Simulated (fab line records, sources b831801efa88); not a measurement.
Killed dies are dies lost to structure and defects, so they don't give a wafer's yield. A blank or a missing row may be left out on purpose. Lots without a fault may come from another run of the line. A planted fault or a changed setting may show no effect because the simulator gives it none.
A struck lot beside a sound one | flow sky130 | 15 steps out of a route of 708
Sound: wafers L125.1, L125.3, L125.5. Struck: wafers L137.1, L137.4, L137.5. The cause comes at the end.
At each step with rows: each side's tool, then ch and its chambers, then its first start. Under that, the readings that differ: sound wafers | struck wafers | difference of the means | sigmas: that difference in standard deviations of wafers without a fault.
alike: readings whose means differ by less than 2 such deviations, and words and numbers that are the same on both sides. not compared: withheld readings, readings that some wafer has no value for, bounds like >300 that may hide the same value, and numbers for which the record gives no deviation and whose values overlap.
The two part at a step that has a row with sigmas, a row that says differs or no value, or rows on one side only. Numbers that don't overlap but have no deviation are shown without sigmas and don't part them. A reading that every wafer of one side lacks parts them only if that side has two wafers or more.

SKY_METAL4_SPUTTER_04: material TiN, target thk 70 nm, time 58.3 s.
  sound on pvd_sputter-01, day 41 19:19; struck on pvd_sputter-04, day 44 19:23
  alike: throttle_valve_pct
SKY_CAP2M_CVD_00: deposits SiO2, target thk 15.5 nm.
  sound on pecvd-02 ch 0,1, day 41 19:22; struck on pecvd-01 ch 0,2, day 44 19:26
  reading                  | sound       | struck      | difference | sigmas
  heater_power_outer_w (W) | 353 547 553 | 258 258 387 | -183       | -2
  heater_power_w (W)       | 626 872 902 | 502 523 701 | -225       | -2
SKY_CAP2M_THK_MEAS_01:
  sound on film_metro-04, day 41 19:23; struck on film_metro-04, day 44 19:27
  alike: CAP2M_CVD_00_THK
SKY_CAP2M_SPUTTER_02: material TiN, target thk 200 nm, time 166.7 s.
  sound on pvd_sputter-03, day 41 19:27; struck on pvd_sputter-01, day 44 19:31
  alike: throttle_valve_pct
SKY_CAP2M_RS_MEAS_03: measures by four-point-probe.
  sound on film_metro-02, day 41 19:34; struck on film_metro-02, day 44 19:37
  alike: CAP2M_TIN_RS
SKY_CAP2M_THK_MEAS_04: measures by xrf.
  sound on film_metro-02, day 41 19:41; struck on film_metro-02, day 44 19:44
  alike: CAP2M_TIN_THK
then, 3 steps without rows for these wafers: SKY_CAP2M_DEHYDRATE_05 (time 60 s); SKY_CAP2M_HMDS_06 (prime time 60 s); SKY_CAP2M_COAT_07 (resist thk 1140 nm).
SKY_CAP2M_SOFTBAKE_08: time 62.17 s.
  sound on litho_track-02 ch 0, day 42 07:34; struck on litho_track-03 ch 0, day 45 05:52
  alike: plate_sensor_t_centre_C, plate_sensor_t_edge_C
then, 2 steps without rows for these wafers: SKY_CAP2M_EXPOSE_09 (exposes mask CAP2M, target cd 1000 nm); SKY_CAP2M_PEB_10.
SKY_CAP2M_DEVELOP_11: develop time 60 s.
  sound on litho_track-03 ch 0, day 42 19:16; struck on litho_track-01 ch 0, day 45 16:29
  reading              | sound             | struck            | difference | sigmas
  developer_temp_C (C) | 23.01 23.01 22.98 | 22.06 22.03 22.21 | -0.90      | -8
SKY_CAP2M_OVL_MEAS_12:
  sound on overlay-01, day 42 19:25; struck on overlay-01, day 45 16:38
  alike: CAP2M_OVL
-- the record jumps here: 4 days lie between the struck wafers' starts before and after (it left off in module CAP2M and takes up again in module PAD_OPEN, whose first step shown is number 708 of the route) --
SKY_PAD_OPEN_PROBE_99:
  sound on prober-01, day 47 12:48; struck on prober-01, day 49 23:54
  reading              | sound     | struck      | difference | sigmas
  sort_bin_8_speed (%) | 0 1.4 7.9 | 0.8 0.6 0.6 | -2.4       | -3
  alike: defect_limited_yield, killed_at_M0_to_M3, killed_at_M4_up, killed_at_contacts, killed_at_front_end, killed_at_other, killed_dies, killed_open, killed_short, sort_bin_3_pad_short, sort_bin_5_function, sort_bin_6_memory, sort_n_pass, sort_yield_pct

WHERE THEY PART
First at SKY_CAP2M_CVD_00; last, within this record, at SKY_PAD_OPEN_PROBE_99.

WHY: what the simulator had put in
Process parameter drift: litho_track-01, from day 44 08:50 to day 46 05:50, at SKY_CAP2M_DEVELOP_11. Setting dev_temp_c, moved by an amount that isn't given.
